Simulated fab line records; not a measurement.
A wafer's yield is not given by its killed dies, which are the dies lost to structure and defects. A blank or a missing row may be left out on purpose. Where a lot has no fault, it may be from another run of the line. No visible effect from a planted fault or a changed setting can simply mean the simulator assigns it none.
fab line records | flow sky130
[record] lots = 6 | wafers = 18 | last-day = 50
route steps=708 shown POLY_GATE@217 PAD_OPEN@708
lots untouched by any fault: they come from a run of this same line in which no faults occurred
start-h: hours from the record's first day to the start of the lot's first wafer shown | wait-h: hours elapsed since this lot's preceding step | " identical to the entry in the row above | L1.1+2: several wafers, shown together as one row | - value missing, or start not given | * or withheld: withheld | < > ~ a bound
route shown NAME@n: NAME is a module with steps in the file, n the number in the route of the first one | usual: mean and standard deviation over wafers with no fault | same: alike in all rows | chamber/n: place in a boat | sites: per-site readings | _std_site: how widely they spread, as a standard deviation | _edge_site: inner sites' mean taken away from outer sites' mean | radius-mm: how far each site lies from the wafer's centre | mask NAME#n: copy n | behind: the tool/chamber that last shaped the wafer | hold: why the lot went on hold/how many hours it stayed there/how the hold came to an end | device: whichever transistor did not switch (one of n, p or np) | end of line: at the end of the route, the tests of the same wafers | a step without rows: its recipe alone | killed: not the wafer's yield, but the dies lost to structure and defects at the first sort | map: a wafer's dies, x killed, . not, _ none there
set.NAME: setting as actually run; set.NAME@STEP: the setting as run at that earlier step | model.NAME: the simulator's own value behind a step, which no gauge read
lots at some steps of the route; a table a step, a row a wafer
services: from which hour (start-h, from the record's first day; less than 0 if before it) a tool's chamber was out of use, for how many hours, and why
[[steps]]
[step SKY_POLY_GATE_CVD_03]
[recipe] material = Si3N4 | precursor = DCS/NH3 | target-thk-nm = 75 | temp-c = 770 | time-s = 1290 | pressure-mtorr = 250
[step SKY_POLY_GATE_THK_MEAS_04]
[recipe] reads = Si3N4_of_POLY_GATE_CVD_03
[usual] POLY_GATE_CVD_03_THK = 75.2/0.57
lot.wafer | tool          | chamber | start-h | wait-h | POLY_GATE_CVD_03_THK[nm]
L121.1    | film-metro-02 | -       | 365.14  | 0.0    | 75.7
L121.5    | "             | -       | "       | "      | 76.0
L121.6    | "             | -       | "       | "      | 75.3
L125.2    | film-metro-02 | -       | 407.06  | 0.0    | 74.7
L125.3    | "             | -       | "       | "      | 75.1
L125.4    | "             | -       | "       | "      | 74.5
L130.3    | film-metro-03 | -       | 451.32  | 0.0    | 74.4
L130.5    | "             | -       | "       | "      | 74.5
L130.6    | "             | -       | "       | "      | 74.5
L135.2    | film-metro-01 | -       | 494.74  | 0.0    | 75.1
L135.5    | "             | -       | "       | "      | 75.0
L135.6    | "             | -       | "       | "      | 74.9
L136.1    | film-metro-01 | -       | 497.65  | 0.0    | 76.1
L136.2    | "             | -       | "       | "      | 75.8
L136.5    | "             | -       | "       | "      | 75.7
L139.2    | film-metro-02 | -       | 523.29  | 0.0    | 75.6
L139.4    | "             | -       | "       | "      | 75.2
L139.6    | "             | -       | "       | "      | 75.6
[step SKY_POLY_GATE_DEHYDRATE_05]
[recipe] temp-c = 200 | time-s = 60
[step SKY_POLY_GATE_HMDS_06]
[recipe] prime-time-s = 60 | prime-temp-c = 120
[step SKY_POLY_GATE_COAT_07]
[recipe] resist = BARC | temp-c = withheld | time-s = withheld | spin-rpm = 3000 | resist-thk-nm = 110
[step SKY_POLY_GATE_COAT_08]
[recipe] resist = KrF-thick | spin-rpm = 3000 | resist-thk-nm = 450
[step SKY_POLY_GATE_SOFTBAKE_09]
[recipe] temp-c = 100 | time-s = 90 | resist = KrF-thick
[step SKY_POLY_GATE_EXPOSE_10]
[recipe] mask-id = P1M | na = 0.68 | source-shape = conventional | sigma-outer = 0.6 | target-cd-nm = 150 | dose-mj = 28
[step SKY_POLY_GATE_PEB_11]
[recipe] peb-temp-c = withheld | peb-time-s = withheld | resist = KrF-thick
[step SKY_POLY_GATE_DEVELOP_12]
[recipe] develop-time-s = 60 | resist = KrF-thick | dev-temp-c = 21
[step SKY_POLY_GATE_CD_MEAS_13]
[recipe] target-cd-nm = 150
[usual] cd-nm = 149.5/1.3
lot.wafer | tool      | chamber | start-h | wait-h | cd-nm
L121.1    | cd-sem-01 | -       | 393.22  | -      | 150.7
L121.5    | "         | -       | "       | "      | 151.1
L121.6    | "         | -       | "       | "      | 152.2
L125.2    | cd-sem-02 | -       | 437.50  | -      | 152.1
L125.3    | "         | -       | "       | "      | 151.8
L125.4    | "         | -       | "       | "      | 151.5
L130.3    | cd-sem-01 | -       | 481.71  | -      | 148.0
L130.5    | "         | -       | "       | "      | 148.4
L130.6    | "         | -       | "       | "      | 149.2
L135.2    | cd-sem-02 | -       | 524.63  | -      | 149.4
L135.5    | "         | -       | "       | "      | 148.7
L135.6    | "         | -       | "       | "      | 148.7
L136.1    | cd-sem-01 | -       | 527.46  | -      | 149.4
L136.2    | "         | -       | "       | "      | 149.6
L136.5    | "         | -       | "       | "      | 148.7
L139.2    | cd-sem-02 | -       | 553.97  | -      | 150.1
L139.4    | "         | -       | "       | "      | 150.2
L139.6    | "         | -       | "       | "      | 149.6
[step SKY_POLY_GATE_OVL_MEAS_14]
[usual] POLY_GATE_OVL = -3/5.5
lot.wafer | tool       | chamber | start-h | wait-h | POLY_GATE_OVL[nm]
L121.1    | overlay-02 | -       | 393.34  | 0.1    | -1
L121.5    | "          | -       | "       | "      | 1
L121.6    | "          | -       | "       | "      | -8
L125.2    | overlay-02 | -       | 437.60  | 0.1    | 2
L125.3    | "          | -       | "       | "      | 1
L125.4    | "          | -       | "       | "      | 3
L130.3    | overlay-01 | -       | 481.80  | 0.1    | -10
L130.5    | "          | -       | "       | "      | -13
L130.6    | "          | -       | "       | "      | -8
L135.2    | overlay-02 | -       | 524.74  | 0.1    | 4
L135.5    | "          | -       | "       | "      | -1
L135.6    | "          | -       | "       | "      | 2
L136.1    | overlay-01 | -       | 527.58  | 0.1    | 4
L136.2    | "          | -       | "       | "      | -6
L136.5    | "          | -       | "       | "      | -4
L139.2    | overlay-02 | -       | 554.08  | 0.1    | 1
L139.4    | "          | -       | "       | "      | 8
L139.6    | "          | -       | "       | "      | 0
[step SKY_POLY_GATE_ETCH_15]
[recipe] chemistry = N2/H2 | target = BARC | ion-energy-ev = 200 | source-w = 500 | bias-w = 100 | pressure-mtorr = 30 | n2-flow-sccm = 100 | h2-flow-sccm = 200 | stop-on = SiO2 | time-s = 118.5 | target-depth-a = 1100
[usual] bias-w = 100.0/0.31 | drypump-motor-current-A = 5.7/0.52 | oes-product-au = 0.717/0.0045 | throttle-valve-pct = 13.213/0.0097
lot.wafer | tool        | chamber | start-h | wait-h | bias-w | drypump-motor-current-A | oes-product-au | rf-hours-counter-h | throttle-valve-pct
L121.1    | rie-diel-02 | 0       | 393.38  | 0.0    | 100.2  | 5.5                     | 0.715          | 6                  | 13.220
L121.5    | "           | 2       | "       | "      | 100.1  | 5.3                     | 0.722          | -                  | 13.219
L121.6    | "           | 3       | "       | "      | 99.3   | 5.7                     | 0.725          | -                  | 13.204
L125.2    | rie-diel-02 | 3       | 437.63  | 0.0    | 100.7  | 5.7                     | 0.710          | 16                 | 13.205
L125.3    | "           | 2       | "       | "      | 99.6   | 5.3                     | 0.717          | 10                 | 13.208
L125.4    | "           | 0       | "       | "      | 100.5  | 5.5                     | 0.724          | 6                  | 13.225
L130.3    | rie-diel-01 | 0       | 481.82  | 0.0    | 99.9   | 4.9                     | 0.721          | 11                 | 13.219
L130.5    | "           | 0       | "       | "      | 99.9   | 4.9                     | 0.711          | -                  | 13.216
L130.6    | "           | 3       | "       | "      | 100.8  | 5.6                     | 0.714          | -                  | 13.219
L135.2    | rie-diel-01 | 0       | 524.77  | 0.0    | 94.2   | 4.9                     | 0.723          | 12                 | 13.218
L135.5    | "           | 0       | "       | "      | 94.5   | 4.9                     | 0.719          | -                  | 13.212
L135.6    | "           | 3       | "       | "      | 94.1   | 5.6                     | 0.720          | -                  | 13.223
L136.1    | rie-diel-01 | 0       | 527.62  | 0.0    | 94.3   | 4.9                     | 0.709          | 12                 | 13.211
L136.2    | "           | 2       | "       | "      | 93.6   | 6.4                     | 0.712          | 16                 | 13.216
L136.5    | "           | 0       | "       | "      | 94.1   | 4.9                     | 0.710          | -                  | 13.218
L139.2    | rie-diel-03 | 0       | 554.11  | 0.0    | 99.9   | 5.8                     | 0.722          | 1                  | 13.221
L139.4    | "           | 1       | "       | "      | 100.4  | 5.8                     | 0.715          | 17                 | 13.227
L139.6    | "           | 3       | "       | "      | 100.4  | 5.3                     | 0.713          | -                  | 13.219
[step SKY_POLY_GATE_ETCH_16]
[recipe] stop-on = poly-Si | chemistry = CH3F/O2 | target = Si3N4 | source-w = 400 | bias-w = 80 | pressure-mtorr = 25 | ch3f-flow-sccm = 40 | O2_flow_sccm = 30 | time-s = 147.5 | target-depth-a = 750
[usual] bias-w = 80.00/0.25 | drypump-motor-current-A = 5.7/0.51 | oes-product-au = 0.642/0.0046 | throttle-valve-pct = 10.535/0.0088
lot.wafer | tool        | chamber | start-h | wait-h | bias-w | drypump-motor-current-A | oes-product-au | rf-hours-counter-h | throttle-valve-pct
L121.1    | rie-diel-02 | 0       | 393.46  | 0.0    | 79.34  | 5.4                     | 0.637          | 6                  | 10.543
L121.5    | "           | 2       | "       | "      | 79.76  | 5.3                     | 0.640          | -                  | 10.552
L121.6    | "           | 3       | "       | "      | 80.27  | 5.7                     | 0.646          | -                  | 10.531
L125.2    | rie-diel-02 | 3       | 437.71  | 0.0    | 79.67  | 5.7                     | 0.639          | 16                 | 10.526
L125.3    | "           | 2       | "       | "      | 79.59  | 5.3                     | 0.638          | 10                 | 10.537
L125.4    | "           | 0       | "       | "      | 80.32  | 5.4                     | 0.642          | 6                  | 10.528
L130.3    | rie-diel-01 | 0       | 481.91  | 0.0    | 80.21  | 4.9                     | 0.640          | 11                 | 10.537
L130.5    | "           | 0       | "       | "      | 80.08  | 4.9                     | 0.641          | -                  | 10.541
L130.6    | "           | 3       | "       | "      | 79.94  | 5.5                     | 0.643          | -                  | 10.536
L135.2    | rie-diel-01 | 0       | 524.85  | 0.0    | 80.07  | 4.9                     | 0.645          | 12                 | 10.536
L135.5    | "           | 0       | "       | "      | 79.76  | 4.9                     | 0.641          | -                  | 10.547
L135.6    | "           | 3       | "       | "      | 80.31  | 5.6                     | 0.636          | -                  | 10.533
L136.1    | rie-diel-01 | 0       | 527.70  | 0.0    | 80.02  | 4.9                     | 0.645          | 12                 | 10.535
L136.2    | "           | 2       | "       | "      | 80.22  | 6.4                     | 0.643          | 16                 | 10.519
L136.5    | "           | 0       | "       | "      | 79.70  | 4.9                     | 0.645          | -                  | 10.544
L139.2    | rie-diel-03 | 0       | 554.19  | 0.0    | 80.02  | 5.8                     | 0.644          | 1                  | 10.508
L139.4    | "           | 1       | "       | "      | 80.04  | 5.8                     | 0.639          | 17                 | 10.536
L139.6    | "           | 3       | "       | "      | 80.10  | 5.3                     | 0.645          | -                  | 10.526
[step SKY_PAD_OPEN_PROBE_99]
[usual] killed_at_M0_to_M3 = 42/6.9 | killed_at_M4_up = 3.2/1.7 | killed-at-contacts = 23/5.5 | killed-at-front-end = 16/4 | killed-at-other = 0.4/0.55 | killed-dies = 85/9.2 | killed-open = 46/6.8 | killed-short = 38/6.2
[same] gross-dies = 492 | killed-at-back-side = 0
lot.wafer | tool      | chamber | start-h | wait-h | killed_at_M0_to_M3 | killed_at_M4_up | killed-at-contacts | killed-at-front-end | killed-at-other | killed-dies | killed-open | killed-short
L125.2    | prober-02 | -       | 1143.46 | 0.1    | 69                 | 2               | 12                 | 20                  | 0               | 103         | 53          | 50
L125.3    | prober-02 | -       | 1143.51 | 0.2    | 43                 | 2               | 27                 | 21                  | 1               | 94          | 58          | 35
L125.4    | prober-02 | -       | 1143.56 | 0.2    | 37                 | 3               | 20                 | 20                  | 0               | 80          | 44          | 36
L130.3    | prober-02 | -       | 1151.53 | 0.2    | 51                 | 1               | 18                 | 12                  | 0               | 82          | 40          | 42
L130.5    | prober-02 | -       | 1151.63 | 0.2    | 42                 | 4               | 20                 | 13                  | 1               | 80          | 40          | 40
L130.6    | prober-02 | -       | 1151.68 | 0.2    | 44                 | 2               | 32                 | 18                  | 0               | 96          | 57          | 39
// killed by level:class
L125.2 VIA1:geometric-particle:open=16 METAL2:geometric-particle:short=15 VIA1:geometric-particle:short=9 VIA3:geometric-particle:open=8 METAL1:geometric-particle:short=7 FIELD_ISO:geometric-particle:short=5 LI_CONTACT:geometric-particle:open=5 CONTACT:geometric-particle:open=5
L125.3 VIA1:geometric-particle:open=14 CONTACT:geometric-particle:open=9 LI_CONTACT:geometric-particle:open=9 FIELD_ISO:geometric-particle:open=7 VIA1:geometric-particle:short=7 VIA2:geometric-particle:open=6 FIELD_ISO:geometric-particle:short=5 POLY_GATE:geometric-particle:open=5
L125.4 LI_CONTACT:geometric-particle:open=8 VIA1:geometric-particle:open=8 FIELD_ISO:geometric-particle:open=7 FIELD_ISO:geometric-particle:short=6 VIA2:geometric-particle:open=5 CONTACT:geometric-particle:open=5 METAL1:geometric-particle:short=4 POLY_GATE:geometric-particle:short=3
L130.3 VIA2:geometric-particle:open=15 POLY_GATE:geometric-particle:short=7 VIA1:geometric-particle:short=6 METAL1:geometric-particle:short=6 VIA1:geometric-particle:open=6 METAL2:geometric-particle:short=5 VIA3:geometric-particle:open=5 LI_CONTACT:geometric-particle:short=4
L130.5 VIA1:geometric-particle:open=9 LI_CONTACT:geometric-particle:open=6 LOCAL_INTERCONNECT:geometric-particle:short=6 CONTACT:geometric-particle:open=6 VIA3:geometric-particle:open=6 POLY_GATE:geometric-particle:open=5 METAL2:geometric-particle:short=5 VIA2:geometric-particle:open=4
L130.6 VIA1:geometric-particle:open=11 LI_CONTACT:geometric-particle:open=9 CONTACT:geometric-particle:open=9 VIA3:geometric-particle:open=7 VIA2:geometric-particle:open=7 FIELD_ISO:geometric-particle:short=6 POLY_GATE:geometric-particle:short=5 LOCAL_INTERCONNECT:geometric-particle:short=5
[[services]]
tool        | chamber | start-h | hours | kind
rie-diel-02 | -       | 421.81  | 0.2   | repair
rie-diel-03 | 2       | 444.79  | 3.9   | repair
rie-diel-02 | 3       | 445.05  | 4.4   | repair
rie-diel-03 | 0       | 476.11  | -     | clean
rie-diel-03 | 0       | 476.11  | 16.7  | scheduled-down
rie-diel-03 | 0       | 476.11  | 16.7  | vent-cycle
rie-diel-01 | 1       | 500.65  | 6.4   | repair
rie-diel-02 | -       | 511.72  | 0.1   | repair
rie-diel-01 | 1       | 518.39  | -     | clean
rie-diel-01 | 1       | 518.39  | 18.7  | scheduled-down
rie-diel-01 | 1       | 518.39  | 18.7  | vent-cycle
rie-diel-02 | 1       | 521.10  | 7.3   | repair
[[key]]
[first-sign] step = SKY_POLY_GATE_ETCH_15 | reading = bias-w | direction = down | sigmas = 19 | usual = 100.0 | struck = 94.1
effect none on later readings
met-at SKY_POLY_GATE_ETCH_15
struck-wafers L135.2,L135.5,L135.6,L136.1,L136.2,L136.5
tester-left-out L135,L136
onset-between 481.82 524.77
[fault] kind = process-parameter-drift | tool = rie-diel-01 | chamber = - | onset-h = 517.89 | steps = SKY_POLY_GATE_ETCH_15 | channel = bias-w | offset = -5.8428 | shape = step | end-h = 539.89 | acts-in = these-recipes-only | stated = 100
// tester-left-out: of these lots the tester's yield and bins aren't shown, on N5 and GAA mostly nor the transistor test; their killed dies are dies lost to structure and defects alone, not to doping, threshold or leakage, so they don't give the yield
